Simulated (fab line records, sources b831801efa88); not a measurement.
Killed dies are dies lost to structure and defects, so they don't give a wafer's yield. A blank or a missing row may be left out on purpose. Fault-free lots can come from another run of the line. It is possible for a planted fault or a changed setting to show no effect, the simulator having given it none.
A lot that was struck, set against a sound lot / flow sky130 / 30 steps out of a route of 708
Sound: wafers L881.1, L881.2, L881.3. Wafers struck: L886.3, L886.5, L886.6. Last of all comes the cause.
Each step with rows lists, per side, the tool, then ch with its chambers, then its first start. Under that, the readings that differ: sound wafers / struck wafers / difference of the means / sigmas: that difference in standard deviations of wafers without a fault.
alike: readings whose means differ by less than 2 such deviations, and words and numbers that are the same on both sides. not compared: withheld readings, readings that some wafer has no value for, bounds like >300 that may hide the same value, and numbers for which the record gives no deviation and whose values overlap.
The two part at a step that has a row with sigmas, a row that says differs or no value, or rows on one side only. Numbers that have no deviation but don't overlap get no sigmas and don't part them. Lack of a reading on every wafer of one side parts them only where that side has two or more wafers.

first, 5 steps without rows for these wafers: SKY_SONOS_ONO_COAT_08 (resist thk 1140 nm); SKY_SONOS_ONO_SOFTBAKE_09 (time 60 s); SKY_SONOS_ONO_EXPOSE_10 (exposes mask ONOM, target cd 410 nm); SKY_SONOS_ONO_PEB_11; SKY_SONOS_ONO_DEVELOP_12 (develop time 60 s).
SKY_SONOS_ONO_CD_MEAS_13: target cd 410 nm.
  struck on cd_sem-02, day 16 12:20; sound on cd_sem-02, day 15 04:00
  alike: cd_nm
SKY_SONOS_ONO_OVL_MEAS_14:
  struck on overlay-01, day 16 12:26; sound on overlay-02, day 15 04:07
  alike: SONOS_ONO_OVL
SKY_SONOS_ONO_ETCH_15: etches the open film in CHF3/O2, target depth 19.52 nm, time 7.8 s.
  sound on rie_diel-03 ch 0,1,3, day 15 04:09; struck on rie_diel-02 ch 0,3, day 16 12:27
  alike: bias_w, drypump_motor_current_A, oes_product_au, rf_fwd_power_W, throttle_valve_pct
  not compared: rf_hours_counter_h
then, 1 step without rows for these wafers: SKY_SONOS_ONO_WET_ETCH_16 (etches SiO2 in dHF, target depth 14 nm, time 273.5 s).
SKY_SONOS_ONO_STRIP_17: strips in O2/N2.
  sound on plasma_asher-01 ch 0,1, day 15 04:16; struck on plasma_asher-01 ch 0,1, day 16 12:35
  alike: drypump_motor_current_A, oes_product_au, strip_time_to_endpoint_s
  not compared: rf_hours_counter_h
then, 2 steps without rows for these wafers: SKY_SONOS_ONO_WET_ETCH_18 (etches Si3N4 in H3PO4, target depth 15 nm, time 172 s); SKY_GATE_OXIDE_CLEAN_00 (cleans in SC1/SC2, time 150 s).
SKY_GATE_OXIDE_OXIDATION_01: stabilise 600 s, purge 300 s, target thk 10.268 nm.
  sound on furnace-02 ch 0, day 15 04:42; struck on furnace-02 ch 0, day 16 17:22
  alike: zone_power_centre_pct
SKY_GATE_OXIDE_THK_MEAS_02:
  struck on film_metro-02, day 16 19:01; sound on film_metro-02, day 15 06:07
reading=GATE_OXIDE_OXIDATION_00_THK (nm); sound=10.25 10.19 10.06; struck=16.47 16.09 16.29; difference=+6.12; sigmas=+32
then, 7 steps without rows for these wafers: SKY_GATE_OXIDE_DEHYDRATE_03 (time 60 s); SKY_GATE_OXIDE_HMDS_04 (prime time 60 s); SKY_GATE_OXIDE_COAT_05 (resist thk 1140 nm); SKY_GATE_OXIDE_SOFTBAKE_06 (time 60 s); SKY_GATE_OXIDE_EXPOSE_07 (exposes mask LVOM, target cd 600 nm); SKY_GATE_OXIDE_PEB_08; SKY_GATE_OXIDE_DEVELOP_09 (develop time 60 s).
SKY_GATE_OXIDE_OVL_MEAS_10:
  struck on overlay-02, day 17 19:52; sound on overlay-01, day 16 10:17
  alike: GATE_OXIDE_OVL
then, 2 steps without rows for these wafers: SKY_GATE_OXIDE_IMPLANT_11; SKY_GATE_OXIDE_WET_ETCH_12 (etches SiO2 in dHF, target depth 16.8 nm, time 336 s).
SKY_GATE_OXIDE_STRIP_13: strips in O2/N2.
  sound on plasma_asher-02 ch 0,1, day 16 10:35; struck on plasma_asher-04 ch 0,1, day 17 20:11
  alike: drypump_motor_current_A, oes_product_au, strip_time_to_endpoint_s
  not compared: rf_hours_counter_h
SKY_GATE_OXIDE_TW_MEAS_14:
  struck on film_metro-01, day 17 20:31; sound on film_metro-01, day 16 10:41
  alike: GATE_OXIDE_TW
SKY_GATE_OXIDE_CLEAN_15: cleans in SC1/SC2, time 150 s.
  sound on wet_bench-04 ch 2, day 16 10:44; struck on wet_bench-03 ch 3, day 17 21:19
reading=model.SiO2_of_GATE_OXIDE_OXIDATION_01.thk_nm (nm); sound=9.884 9.847 9.714; struck=16.14 15.73 16.02; difference=+6.15; sigmas=
SKY_GATE_OXIDE_OXIDATION_16: stabilise 600 s, purge 300 s, target thk 3.57 nm.
  sound on furnace-02 ch 0, day 16 11:23; struck on furnace-01 ch 0, day 17 21:54
reading=model.SiO2_of_GATE_OXIDE_OXIDATION_01.thk_nm (nm); sound=11.57 11.52 11.4; struck=17.5 17.12 17.37; difference=+5.8; sigmas=
  alike: zone_power_centre_pct
then, 1 step without rows for these wafers: SKY_POLY_GATE_CVD_00 (deposits poly-Si, target thk 180 nm, time 720 s).
-- a jump in the record: the struck wafers' starts before and after are 31 days apart (it breaks off in module POLY_GATE and resumes in module PAD_OPEN, where the first step shown is number 708 of the route) --
SKY_PAD_OPEN_PROBE_99:
  struck on prober-01, day 48 14:46; sound on prober-01, day 47 17:28
reading=model.etest.nfet_16v.r_on_ohm_um; sound=1.383e+04 1.384e+04 1.386e+04; struck=1.758e+04 1.747e+04 1.752e+04; difference=+3.680e+03; sigmas=
reading=model.etest.tip_sonos.rs_ohm_sq; sound=2691 2698 2681; struck=5049 4759 4880; difference=+2206; sigmas=
reading=model.etest.pfet_16v.r_on_ohm_um; sound=1.472e+04 1.498e+04 1.501e+04; struck=1.673e+04 1.678e+04 1.704e+04; difference=+1.947e+03; sigmas=
reading=model.etest.pfet_g5v0d10v5.r_on_ohm_um; sound=4768 4788 4763; struck=6093 6132 6066; difference=+1324; sigmas=
reading=model.etest.nfet_g5v0d10v5.r_on_ohm_um; sound=1878 1928 1884; struck=2415 2408 2393; difference=+509; sigmas=
reading=model.etest.tip_p.rs_ohm_sq; sound=6859 6902 6932; struck=7125 7168 7164; difference=+255; sigmas=
reading=model.etest.nfet_g5v0d10v5.drive_ua_um; sound=611.5 605.9 613.8; struck=397.9 409.1 400.2; difference=-208.0; sigmas=
reading=model.etest.nfet_05v0_nvt.drive_ua_um; sound=576.8 575.2 583.5; struck=388.6 395.7 390.5; difference=-186.9; sigmas=
  alike: killed_at_M0_to_M3, killed_at_M4_up, killed_at_contacts, killed_at_front_end, killed_at_other, killed_dies, killed_on_rim, killed_open, killed_short

== WHERE THEY PART ==
Only at SKY_GATE_OXIDE_THK_MEAS_02, as far as this record shows. Later steps at which nothing parts them and some readings are alike: SKY_GATE_OXIDE_OVL_MEAS_10, SKY_GATE_OXIDE_STRIP_13, SKY_GATE_OXIDE_TW_MEAS_14, SKY_GATE_OXIDE_OXIDATION_16, SKY_PAD_OPEN_PROBE_99.

WHY: what had been put in by the simulator
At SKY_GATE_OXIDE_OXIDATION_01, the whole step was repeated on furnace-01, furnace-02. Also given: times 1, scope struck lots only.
